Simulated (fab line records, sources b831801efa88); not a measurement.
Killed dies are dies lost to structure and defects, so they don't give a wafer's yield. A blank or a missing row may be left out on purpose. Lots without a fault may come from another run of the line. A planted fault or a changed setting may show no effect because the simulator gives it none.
A struck lot beside a sound one | flow sfq_line | 20 steps out of a route of 325
Sound: wafers L810.3, L810.5, L810.6. Struck: wafer L821.1. (L821.4 of the same lot was not struck and is left out.) The cause comes at the end.
At each step with rows: each side's tool, then ch and its chambers, then its first start. Under that, the readings that differ: sound wafers | struck wafers | difference of the means | sigmas: that difference in standard deviations of wafers without a fault.
alike: readings whose means differ by less than 2 such deviations, and words and numbers that are the same on both sides. not compared: withheld readings, readings that some wafer has no value for, bounds like >300 that may hide the same value, and numbers for which the record gives no deviation and whose values overlap.
The two part at a step that has a row with sigmas, a row that says differs or no value, or rows on one side only. Numbers that don't overlap but have no deviation are shown without sigmas and don't part them. A reading that every wafer of one side lacks parts them only if that side has two wafers or more.

first, 2 steps without rows for these wafers: SFQ_TRILAYER_I6_VIA_LITHO_PEB_172 (peb time 60 s); SFQ_TRILAYER_I6_VIA_LITHO_DEVELOP_171 (time 60 s).
SFQ_I6_OVL_MEAS_942:
  sound on overlay-02, day 69 12:14; struck on overlay-01, day 76 22:17
  alike: I6_OVL
SFQ_TRILAYER_I6_VIA_BARC_OPEN_VIA_ETCH_235: etches BARC in O2, target depth 125 nm, time 41.7 s.
  sound on rie_diel-04 ch 1,2,3, day 69 12:16; struck on rie_diel-01 ch 0, day 76 22:20
  alike: drypump_motor_current_A, oes_product_au
  not compared: rf_hours_counter_h
SFQ_TRILAYER_I6_VIA_ETCH_VIA_ETCH_172: etches SiO2 in CHF3, stops on Nb, target depth 260 nm.
  sound on rie_diel-04 ch 1,2,3, day 69 12:19; struck on rie_diel-01 ch 0, day 76 22:22
  alike: drypump_motor_current_A, oes_product_au
SFQ_TRILAYER_I6_VIA_STRIP_STRIP_173: strips in O2.
  sound on rie_metal-03 ch 0, day 69 12:49; struck on rie_metal-01 ch 0, day 76 22:29
  reading                | sound | struck | difference                   | sigmas
  rf_hours_counter_h (h) | - - - | 67     | no value on the sound wafers |
  alike: drypump_motor_current_A, oes_product_au
then, 3 steps without rows for these wafers: SFQ_TRILAYER_I6_VIA_STRIP_SOLV_CLEAN_174 (cleans in NMP, time 600 s); SFQ_TRILAYER_M7_DEP_PRE_CLEAN_176 (time 22.5 s); SFQ_TRILAYER_M7_DEP_SPUTTER_175 (material Nb, target thk 200 nm, time 133.3 s).
SFQ_M7_RS_MEAS_943: measures by four-point-probe.
  sound on film_metro-03, day 69 13:57; struck on film_metro-03, day 76 23:23
  alike: M7_NB_RS
then, 1 step without rows for these wafers: SFQ_TRILAYER_M7_LITHO_COAT_182 (resist thk 62 nm).
SFQ_TRILAYER_M7_LITHO_COAT_177: resist thk 600 nm.
  sound on litho_track-03 ch 0, day 69 14:29; struck on litho_track-01 ch 0, day 76 23:52
  reading                                             | sound             | struck | difference | sigmas
  model.KrF_of_TRILAYER_M7_LITHO_COAT_177.thk_nm (nm) | 598.5 598.2 598.8 | 621.7  | +23.2      |
  alike: spin_speed_rpm
then, 4 steps without rows for these wafers: SFQ_TRILAYER_M7_LITHO_SOFTBAKE_181; SFQ_TRILAYER_M7_LITHO_EXPOSE_178 (exposes mask M7, target cd 500 nm); SFQ_TRILAYER_M7_LITHO_PEB_180 (peb time 60 s); SFQ_TRILAYER_M7_LITHO_DEVELOP_179 (time 60 s).
SFQ_M7_OVL_MEAS_945:
  sound on overlay-02, day 69 16:22; struck on overlay-02, day 78 06:06
  alike: M7_OVL
SFQ_TRILAYER_M7_BARC_OPEN_METAL_ETCH_229: etches BARC in O2, target depth 125 nm, time 41.7 s.
  sound on rie_metal-04 ch 0,1, day 69 16:24; struck on rie_metal-04 ch 1, day 78 06:08
  reading                | sound | struck | difference                   | sigmas
  rf_hours_counter_h (h) | - - - | 101    | no value on the sound wafers |
  alike: drypump_motor_current_A, oes_product_au
SFQ_TRILAYER_M7_ETCH_METAL_ETCH_180: etches Nb in Cl2/Ar, stops on SiO2, target depth 240 nm, time 120 s.
  sound on rie_metal-04 ch 0,1, day 69 16:29; struck on rie_metal-04 ch 1, day 78 06:11
  reading                                             | sound             | struck | difference                   | sigmas
  oes_product_au (a.u.)                               | 0.889 0.897 0.906 | 0.879  | -0.018                       | -2
  rf_hours_counter_h (h)                              | - - -             | 101    | no value on the sound wafers |
  model.KrF_of_TRILAYER_M7_LITHO_COAT_177.thk_nm (nm) | 386.4 385.7 386.9 | 409.7  | +23.4                        |
  alike: drypump_motor_current_A
SFQ_TRILAYER_M7_STRIP_STRIP_181: strips in O2.
  sound on rie_metal-04 ch 0,1, day 69 16:46; struck on rie_metal-04 ch 1, day 78 06:19
  reading                | sound | struck | difference                   | sigmas
  rf_hours_counter_h (h) | - - - | 101    | no value on the sound wafers |
  alike: drypump_motor_current_A, oes_product_au

WHERE THEY PART
First at SFQ_TRILAYER_I6_VIA_STRIP_STRIP_173; last, within this record, at SFQ_TRILAYER_M7_STRIP_STRIP_181.

WHY: what the simulator had put in
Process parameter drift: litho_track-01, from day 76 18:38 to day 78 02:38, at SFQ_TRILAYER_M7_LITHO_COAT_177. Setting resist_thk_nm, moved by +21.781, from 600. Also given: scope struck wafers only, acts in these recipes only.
